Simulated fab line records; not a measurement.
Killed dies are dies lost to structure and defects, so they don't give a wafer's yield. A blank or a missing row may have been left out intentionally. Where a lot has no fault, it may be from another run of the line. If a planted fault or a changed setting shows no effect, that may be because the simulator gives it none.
Matching of chambers + flow gf180mcu + cmp-02 running GF_CONTACT_CMP_27: 4 sister chambers
The step polishes, stops on SiO2, t overpolish 15 s, target thk 0 nm. 4 wafers are shown with their chamber, then 8 later ones without.

## WAFERS, EACH WITH ITS CHAMBER
| wafer  | chamber | motor_current_A (A) |
|--------|---------|---------------------|
| L080.3 | 0       | 13.3                |
| L085.1 | 1       | 12.6                |
| L085.4 | 3       | 8.4                 |
| L086.2 | 2       | 10.1                |

## WAFERS WHOSE CHAMBER IS MISSING
| wafer  | motor_current_A (A) |
|--------|---------------------|
| L086.4 | 13.2                |
| L086.5 | 10.4                |
| L090.1 | 10.0                |
| L090.3 | 12.0                |
| L090.5 | 13.6                |
| L094.2 | 10.4                |
| L094.4 | 11.9                |
| L094.5 | 12.2                |

## THE CHAMBER EACH PASSED THROUGH
| wafer  | from the rows above     | in truth |
|--------|-------------------------|----------|
| L086.4 | can't be placed: 0 or 1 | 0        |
| L086.5 | 2                       | 2        |
| L090.1 | 2                       | 2        |
| L090.3 | can't be placed: 1 or 0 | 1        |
| L090.5 | can't be placed: 0 or 1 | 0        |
| L094.2 | 2                       | 2        |
| L094.4 | can't be placed: 1 or 0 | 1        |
| L094.5 | can't be placed: 1 or 0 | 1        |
Placed correctly: 3 of 8. These rows do not allow placing 5 (true chamber among the candidates in 5). Wrongly placed: 0.
How it was worked out, from the rows above alone: a wafer's distance from a chamber is the root of the sum, over the readings, of the square of ((its reading less the chamber's mean) divided by the reading's scatter). If the next closest chamber is less than 2 further off than the closest, the wafer can't be placed; otherwise it belongs to the closest. The mean given for a chamber averages the wafers shown for that chamber. The scatter: root of mean squared gap, hidden wafer to nearest shown wafer, with one shown wafer a chamber.
